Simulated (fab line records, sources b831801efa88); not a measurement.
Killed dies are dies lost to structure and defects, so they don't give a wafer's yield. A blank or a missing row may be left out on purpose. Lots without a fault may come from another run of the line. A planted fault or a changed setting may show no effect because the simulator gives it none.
A struck lot beside a sound one | flow sky130 | 14 steps out of a route of 708
Sound: wafers L373.2, L373.4, L373.6. Struck: wafer L379.2. The cause comes at the end.
At each step with rows: each side's tool, then ch and its chambers, then its first start. Under that, the readings that differ: sound wafers | struck wafers | difference of the means | sigmas: that difference in standard deviations of wafers without a fault.
alike: readings whose means differ by less than 2 such deviations, and words and numbers that are the same on both sides. not compared: withheld readings, readings that some wafer has no value for, bounds like >300 that may hide the same value, and numbers for which the record gives no deviation and whose values overlap.
The two part at a step that has a row with sigmas, a row that says differs or no value, or rows on one side only. Numbers that don't overlap but have no deviation are shown without sigmas and don't part them. A reading that every wafer of one side lacks parts them only if that side has two wafers or more.

first, 1 step without rows for these wafers: SKY_CONTACT_ETCH_16 (etches BARC in N2/H2, stops on SiO2, time 45.9 s, target depth 60 nm).
SKY_CONTACT_ETCH_17: etches SiO2 in C4F8/O2/Ar, stops on Si3N4, target depth 340 nm.
  sound on rie_diel-02 ch 1,2,3, day 35 10:43; struck on rie_diel-04 ch 0, day 37 10:50
  alike: oes_product_au
SKY_CONTACT_ETCH_18: etches Si3N4 in CHF3/O2, stops on TiN, time 39 s, target depth 75 nm.
  sound on rie_diel-02 ch 1,2,3; struck on rie_diel-04 ch 0
  alike: drypump_motor_current_A, oes_product_au, throttle_valve_pct
  not compared: rf_hours_counter_h
then, 4 steps without rows for these wafers: SKY_CONTACT_STRIP_19 (strips in O2/N2); SKY_CONTACT_STRIP_20 (strips in post etch residue remover, time 1200 s); SKY_CONTACT_CLEAN_21 (cleans in IPA, time 180 s); SKY_CONTACT_CLEAN_22 (cleans in O3/DIW).
SKY_CONTACT_SPUTTER_23: material TiN, target thk 20 nm, time 80 s.
  sound on pvd_sputter-03, day 35 11:26; struck on pvd_sputter-01, day 37 11:31
  alike: chamber_pressure_pa, throttle_valve_pct
SKY_CONTACT_CVD_24: deposits W, target thk 340 nm, time 102.12 s.
  sound on cvd_w-01 ch 0,1, day 35 11:29; struck on cvd_w-01 ch 0, day 37 11:34
  alike: chamber_pressure_Torr, heater_power_w
SKY_CONTACT_RS_MEAS_25: measures by four-point-probe.
  sound on film_metro-02, day 35 11:37; struck on film_metro-02, day 37 11:42
  alike: CONTACT_W_RS
SKY_CONTACT_THK_MEAS_26: measures by xrf.
  sound on film_metro-02, day 35 11:44; struck on film_metro-02, day 37 11:49
  alike: CONTACT_W_THK
SKY_CONTACT_CMP_27: polishes, stops on SiO2, t overpolish 15 s, target thk 0 nm.
  sound on cmp-02 ch 0,1, day 35 11:47; struck on cmp-01 ch 0, day 37 11:52
  reading                 | sound             | struck | difference | sigmas
  edge_zone_pressure_frac | 0.998 0.990 1.002 | 1.010  | +0.013     | +3
  alike: motor_current_A, overpolish_run_s, time_to_endpoint_s
SKY_METAL1_SPUTTER_00: material Ti, target thk 15 nm, time 10 s.
  sound on pvd_sputter-02, day 35 12:05; struck on pvd_sputter-04, day 37 12:10
  reading                  | sound                | struck | difference | sigmas
  chamber_pressure_pa (Pa) | 0.3999 0.4005 0.3992 | 0.3871 | -0.0128    | -15
  alike: throttle_valve_pct
then, 1 step without rows for these wafers: SKY_METAL1_SPUTTER_01 (material TiN, target thk 20 nm, time 16.7 s).

WHERE THEY PART
First at SKY_CONTACT_CMP_27; last, within this record, at SKY_METAL1_SPUTTER_00.

WHY: what the simulator had put in
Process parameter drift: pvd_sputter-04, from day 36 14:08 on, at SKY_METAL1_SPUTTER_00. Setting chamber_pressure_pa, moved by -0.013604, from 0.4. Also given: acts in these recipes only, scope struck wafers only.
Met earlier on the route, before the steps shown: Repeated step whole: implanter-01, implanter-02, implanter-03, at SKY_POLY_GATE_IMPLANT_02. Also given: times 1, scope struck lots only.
